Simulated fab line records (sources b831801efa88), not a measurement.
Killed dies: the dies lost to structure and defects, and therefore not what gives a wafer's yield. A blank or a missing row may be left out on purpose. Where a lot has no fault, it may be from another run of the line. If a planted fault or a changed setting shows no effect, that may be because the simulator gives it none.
What tool caused it? :: flow gf180mcu :: 11 lots, 33 wafers sampled, at 3 steps of a route of 602

WHAT THE GAUGES SHOWED, per wafer
GF_V4_CD_MEAS_14: the cd target is 260 nm. Usual: cd nm reads 259.7 nm (standard deviation 1.3).
lot: L734
measured: day 24 17:50
on: cd sem-02
cd nm (nm): 257.5 258.9 258.5
flag: 

lot: L735
measured: day 24 22:02
on: cd sem-02
cd nm (nm): 260.7 261.5 260.4
flag: 

lot: L736
measured: day 25 05:13
on: cd sem-02
cd nm (nm): 260.1 260.2 259.9
flag: 

lot: L742
measured: day 27 03:23
on: cd sem-01
cd nm (nm): 260.0 259.1 259.6
flag: 

lot: L745
measured: day 28 05:27
on: cd sem-02
cd nm (nm): 259.4 259.5 260.0
flag: 

lot: L750
measured: day 29 15:43
on: cd sem-02
cd nm (nm): 260.0 259.5 258.7
flag: 

lot: L751
measured: day 30 03:12
on: cd sem-01
cd nm (nm): 261.5 262.4 260.9
flag: 

lot: L754
measured: day 30 20:15
on: cd sem-01
cd nm (nm): 259.4 260.6 259.4
flag: 

lot: L755
measured: day 31 02:58
on: cd sem-02
cd nm (nm): 260.7 261.2 260.8
flag: 

lot: L756
measured: day 31 05:13
on: cd sem-01
cd nm (nm): 258.0 258.7 258.2
flag: 

lot: L757
measured: day 31 12:56
on: cd sem-02
cd nm (nm): 259.0 260.4 259.7
flag: 

GF_V5_THK_MEAS_03. Usual: V5_CVD_02_THK gives 1455 nm (standard deviation 17).
lot: L734
measured: day 26 16:01
on: film metro-03
V5_CVD_02_THK (nm): 1440 1435 1458
flag: 

lot: L735
measured: day 26 19:49
on: film metro-03
V5_CVD_02_THK (nm): 1435 1439 1460
flag: 

lot: L736
measured: day 27 02:04
on: film metro-03
V5_CVD_02_THK (nm): 1424 1463 1466
flag: 

lot: L742
measured: day 28 23:22
on: film metro-03
V5_CVD_02_THK (nm): 1433 1417 1432
flag: 

lot: L745
measured: day 29 23:59
on: film metro-03
V5_CVD_02_THK (nm): 1470 1482 1486
flag: 

lot: L750
measured: day 31 07:54
on: film metro-04
V5_CVD_02_THK (nm): 1440 1454 1459
flag: 

lot: L751
measured: day 31 18:00
on: film metro-01
V5_CVD_02_THK (nm): 1450 1438 1468
flag: 

lot: L754
measured: day 32 10:44
on: film metro-03
V5_CVD_02_THK (nm): 1464 1448 1453
flag: 

lot: L755
measured: day 32 16:10
on: film metro-03
V5_CVD_02_THK (nm): 1472 1458 1469
flag: 

lot: L756
measured: day 32 18:31
on: film metro-04
V5_CVD_02_THK (nm): 1458 1474 1448
flag: 

lot: L757
measured: day 33 01:08
on: film metro-01
V5_CVD_02_THK (nm): 1449 1451 1442
flag: 

WHAT TOOL EACH LOT RAN ON (gives the tool, then ch and the chambers of the sampled wafers, and finally the start)
lot: L734
GF_MIM_STRIP_20: plasma asher-03 ch 0,1, day 25 17:35

lot: L735
GF_MIM_STRIP_20: plasma asher-04 ch 1, day 25 21:25

lot: L736
GF_MIM_STRIP_20: plasma asher-03 ch 0,1, day 26 04:53

lot: L742
GF_MIM_STRIP_20: plasma asher-03 ch 0,1, day 28 02:01

lot: L745
GF_MIM_STRIP_20: plasma asher-02 ch 0,1, day 29 03:08

lot: L750
GF_MIM_STRIP_20: plasma asher-04 ch 0,1, day 30 12:41

lot: L751
GF_MIM_STRIP_20: plasma asher-03 ch 0,1, day 30 23:07

lot: L754
GF_MIM_STRIP_20: plasma asher-02 ch 0,1, day 31 15:14

lot: L755
GF_MIM_STRIP_20: plasma asher-04 ch 0,1, day 31 21:59

lot: L756
GF_MIM_STRIP_20: plasma asher-04 ch 0,1, day 32 00:13

lot: L757
GF_MIM_STRIP_20: plasma asher-02 ch 0,1, day 32 07:41
- GF_MIM_STRIP_20: strips in O2/N2.

WHAT THE TOOLS THEMSELVES READ (means of the sampled wafers that have a number; where no wafer has one, the mark that the record gives instead)
GF_MIM_STRIP_20. Usual: drypump motor current A 5.6 A, standard deviation 0.56; heater power w 319 W, standard deviation 21; oes product au 0.693 a.u., standard deviation 0.0049; strip time to endpoint s 11.24 s, standard deviation 0.042.
lot: L734
tool: plasma asher-03
drypump motor current A (A): 5.3
heater power w (W): 335
oes product au (a.u.): 0.697
strip time to endpoint s (s): 11.31
flag: 

lot: L735
tool: plasma asher-04
drypump motor current A (A): 5.6
heater power w (W): 334
oes product au (a.u.): 0.697
strip time to endpoint s (s): 11.28
flag: 

lot: L736
tool: plasma asher-03
drypump motor current A (A): 5.3
heater power w (W): 336
oes product au (a.u.): 0.695
strip time to endpoint s (s): 11.25
flag: 

lot: L742
tool: plasma asher-03
drypump motor current A (A): 5.3
heater power w (W): 338
oes product au (a.u.): 0.689
strip time to endpoint s (s): 11.22
flag: 

lot: L745
tool: plasma asher-02
drypump motor current A (A): 6.1
heater power w (W): 297
oes product au (a.u.): 0.689
strip time to endpoint s (s): 11.18
flag: 

lot: L750
tool: plasma asher-04
drypump motor current A (A): 5.3
heater power w (W): 313
oes product au (a.u.): 0.692
strip time to endpoint s (s): 11.17
flag: 

lot: L751
tool: plasma asher-03
drypump motor current A (A): 5.6
heater power w (W): 336
oes product au (a.u.): 0.698
strip time to endpoint s (s): 11.26
flag: 

lot: L754
tool: plasma asher-02
drypump motor current A (A): 5.8
heater power w (W): 302
oes product au (a.u.): 0.690
strip time to endpoint s (s): 11.21
flag: 

lot: L755
tool: plasma asher-04
drypump motor current A (A): 5.3
heater power w (W): 308
oes product au (a.u.): 0.689
strip time to endpoint s (s): 11.22
flag: 

lot: L756
tool: plasma asher-04
drypump motor current A (A): 5.5
heater power w (W): 324
oes product au (a.u.): 0.691
strip time to endpoint s (s): 11.22
flag: 

lot: L757
tool: plasma asher-02
drypump motor current A (A): 6.1
heater power w (W): 293
oes product au (a.u.): 0.696
strip time to endpoint s (s): 11.25
flag: 

THE ANSWER, worked out from the rows above alone
Rule: a lot is off if the mean of its wafers that have a number lies more than 3 standard deviations from the usual mean. A lot without any number at a reading at which 4 lots or more have one is off too. The other lots that the step has rows for count as sound. First the gauges in route order, then the tools' own readings, where a lot's mean is used as printed above. The first step at which some lot is off is used, and at that step the reading that is off furthest; a lot without a number counts as furthest.
No lot is off at any reading shown: from this, nothing can be told.

WHAT THE SIMULATOR PUT IN
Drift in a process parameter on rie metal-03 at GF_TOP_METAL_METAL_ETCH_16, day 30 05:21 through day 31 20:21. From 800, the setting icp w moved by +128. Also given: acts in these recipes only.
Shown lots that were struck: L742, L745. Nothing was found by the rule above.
